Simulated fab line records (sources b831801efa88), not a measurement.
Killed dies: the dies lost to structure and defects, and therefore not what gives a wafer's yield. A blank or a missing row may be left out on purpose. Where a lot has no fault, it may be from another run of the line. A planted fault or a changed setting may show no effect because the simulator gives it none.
2 desks looking at one fault	flow gf180mcu	each desk holds nothing but its own numbers, with what lay behind them at the end

THE METROLOGY DESK
What the gauges read, lot by lot, whatever tool the lot ran on: means of the sampled wafers that have a number. The brackets show how far a lot's mean lies from the usual mean; more than 4 standard deviations puts the lot out of limits, marked OUT.
Columns: A = CONTACT_OVL at GF_CONTACT_OVL_MEAS_15, usual 3 nm; B = M1_OVL at GF_M1_OVL_MEAS_15, usual 0 nm
lot	first seen here	A	B
L266	day 16 06:35	10	-5
L267	day 17 00:53	10	8
L268	day 17 10:37	8	1
L269	day 17 14:35	2	-0
L270	day 18 12:25	6	-5
L272	day 19 02:37	1	1
L274	day 19 05:22	7	-4
L275	day 19 23:52	-3	-9
L279	day 21 06:25	0	-10
L281	day 21 15:10	4	-2
L280	day 21 18:19	2	7
L284	day 22 21:46	-2	2
L287	day 23 22:55	3	2
This desk's verdict: no lot among the 13 shows anything out of limits.

THE TOOL OWNER'S DESK: cmp-02
The tool's own readings at GF_V1_CMP_26 (polishes, stops on SiO2, t overpolish 15 s, target thk 0 nm): means of the sampled wafers that have a number, for each lot that ran on this tool. The brackets show how far a lot's mean lies from the usual mean; more than 4 standard deviations puts the lot out of limits, marked OUT.
Columns: A = motor current A at GF_V1_CMP_26, usual 11.0 A; B = overpolish run s at GF_V1_CMP_26, usual 15.000 s; C = retaining ring pressure frac at GF_V1_CMP_26, usual 1.001; D = time to endpoint s at GF_V1_CMP_26, usual 83 s
lot	first seen here	A	B	C	D
L266	day 18 07:26	10.9	15.001	1.000	78
L267	day 19 04:45	10.9	14.997	1.004	81
L270	day 20 18:18	10.7	14.997	1.004	78
L272	day 21 06:52	10.3	15.003	1.001	80
L274	day 21 12:51	12.4	15.007	1.002	77
L275	day 22 03:34	11.1	15.000	1.003	81
L280	day 23 20:28	11.4	15.004	1.001	69
L284	day 24 22:23	11.0	14.996	1.003	69
This desk's verdict: no lot among the 8 shows anything out of limits.

BROUGHT TOGETHER
The metrology desk saw nothing out of limits.
The desk of the tool owner found nothing out of limits.

WHAT HAD BEEN PUT IN BY THE SIMULATOR
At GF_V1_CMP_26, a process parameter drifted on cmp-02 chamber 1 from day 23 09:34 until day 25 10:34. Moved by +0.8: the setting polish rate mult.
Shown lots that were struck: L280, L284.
